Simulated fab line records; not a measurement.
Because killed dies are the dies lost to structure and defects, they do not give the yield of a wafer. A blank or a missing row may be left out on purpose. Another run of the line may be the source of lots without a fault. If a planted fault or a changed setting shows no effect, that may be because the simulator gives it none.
Problem report in the 8D (eight disciplines) form, filled by code + flow sky130 + the parts of the form that need people (team, actions taken, sign-off) are left out

## 1. THE PROBLEM
Wafers without a fault read 38.03, standard deviation 0.14; exposure-dose-mJ-cm2 at SKY_CONTACT_EXPOSE_11 reads a mean of 37.05 on 9 wafers belonging to 3 lots. That is -7.0 standard deviations from the usual mean.
The step: exposes mask CTM1, target cd 170 nm.
Seen first at day 35 06:57 on krf-scanner-02, wafer L617.2. Wafers with a number at this step in the record: 36, from 12 lots. The rule behind "out" and "out of limits": a value lying over 4 standard deviations away from the usual mean. Any other wafer with a number is counted as sound.

## 2. WHAT IT IS; WHAT IT IS NOT
| question                    | is                     | is not                                                                    |
|-----------------------------|------------------------|---------------------------------------------------------------------------|
| which readings at this step | exposure-dose-mJ-cm2   | -                                                                         |
| which lots                  | L617, L622, L625       | L606, L607, L608, L611, L612, L613, L616, L618, L626                      |
| which wafers of those lots  | all that have a number | -                                                                         |
| read on which tools         | krf-scanner-02         | krf-scanner-01                                                            |
| when                        | from day 35 06:57      | up to then (21 sound wafers); but 6 sound wafers of L618, L626 came after |

## 3. SUSPECTS, AND WHAT RULES EACH OUT
Counting: any tool at a process step up to the reading is kept as a suspect provided that every lot that is out went through it and no sound lot did after the first of them.
- krf-scanner-02 at SKY_CONTACT_EXPOSE_11 (exposes mask CTM1, target cd 170 nm): kept. All lots that are out passed through it, beginning with L617 at day 35 06:57, and no sound lot followed; its final sound lot before that point was L616 at day 34 15:25. Its own exposure-dose-mJ-cm2 readings are out on those wafers.
After counting, what remains is krf-scanner-02 at SKY_CONTACT_EXPOSE_11.

## 4. THE CAUSE (what the simulator had put in)
Drift in process parameters on krf-scanner-02 at SKY_CONTACT_EXPOSE_11, starting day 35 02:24. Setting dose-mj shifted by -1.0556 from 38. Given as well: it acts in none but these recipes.
Only this tool survived the counting.

## 5. SEQUENCE OF EFFECTS, ordered by route
Each row: a reading where the mean over the struck wafers with a number is more than 3 standard deviations away from the usual. Only readings for which the record gives a usual standard deviation are gone through. hours: the time from each lot's start at the first step in this table that gives one to its start at this step, as a median over the lots. sigmas: the change in usual standard deviations.
| hours | step                   | reading              | usual    | on struck wafers | change | sigmas |
|-------|------------------------|----------------------|----------|------------------|--------|--------|
| 0     | SKY_CONTACT_EXPOSE_11  | exposure-dose-mJ-cm2 | 38.03    | 37.05            | -0.98  | -7.0   |
| 13    | SKY_CONTACT_CD_MEAS_14 | cd-nm                | 170.1 nm | 165.8            | -4.3   | -3.0   |
Here are the process steps it includes:
- SKY_CONTACT_EXPOSE_11: exposes mask CTM1, target cd 170 nm.

## 6. HOW IT WOULD HAVE BEEN CAUGHT EARLIER
In this record no reading fell out of limits until day 35 06:57, 5 hours after the fault had begun at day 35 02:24.
